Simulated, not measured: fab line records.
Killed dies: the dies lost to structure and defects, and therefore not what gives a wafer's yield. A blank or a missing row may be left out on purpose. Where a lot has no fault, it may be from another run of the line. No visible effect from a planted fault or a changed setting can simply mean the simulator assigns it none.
A single fault, viewed from 2 desks :: flow gf180mcu :: what lay behind the numbers comes last; until then each desk has only its own

THE TOOL OWNER'S DESK: pvdSputter-04
The tool's own readings at GF_M3_SPUTTER_03 (material Ti, target thk 10 nm, time 6.7 s): means of the sampled wafers that have a number, for each lot that ran on this tool. Any lot whose mean is over 4 standard deviations away from the usual mean is out of limits and marked OUT; that distance is given in the brackets.
Columns: A = throttleValvePct at GF_M3_SPUTTER_03, usual 30.4 %
lot: L624
first seen here: day 21 19:58
A: 31.3

lot: L635
first seen here: day 25 07:36
A: 30.8
This desk found nothing out of limits on any of the 2 lots.

THE METROLOGY DESK
What the gauges read, lot by lot, whatever tool the lot ran on: means of the sampled wafers that have a number. Any lot whose mean is over 4 standard deviations away from the usual mean is out of limits and marked OUT; that distance is given in the brackets.
Columns: A = V2_W_RS at GF_V2_RS_MEAS_24, usual 0.329 ohm/sq; B = V2_W_THK at GF_V2_THK_MEAS_25, usual 355 nm
lot: L624
first seen here: day 21 19:20
A: 0.328
B: 353

lot: L625
first seen here: day 22 05:05
A: 0.330
B: 356

lot: L635
first seen here: day 25 06:59
A: 0.331
B: 352

lot: L642
first seen here: day 27 16:31
A: 0.325
B: 357

lot: L644
first seen here: day 27 23:31
A: 0.332
B: 345
This desk found nothing out of limits on any of the 5 lots.

PUT TOGETHER
The tool owner's desk saw nothing out of limits.
From the metrology desk's view, nothing was out of limits.

WHAT THE SIMULATOR HAD INSERTED
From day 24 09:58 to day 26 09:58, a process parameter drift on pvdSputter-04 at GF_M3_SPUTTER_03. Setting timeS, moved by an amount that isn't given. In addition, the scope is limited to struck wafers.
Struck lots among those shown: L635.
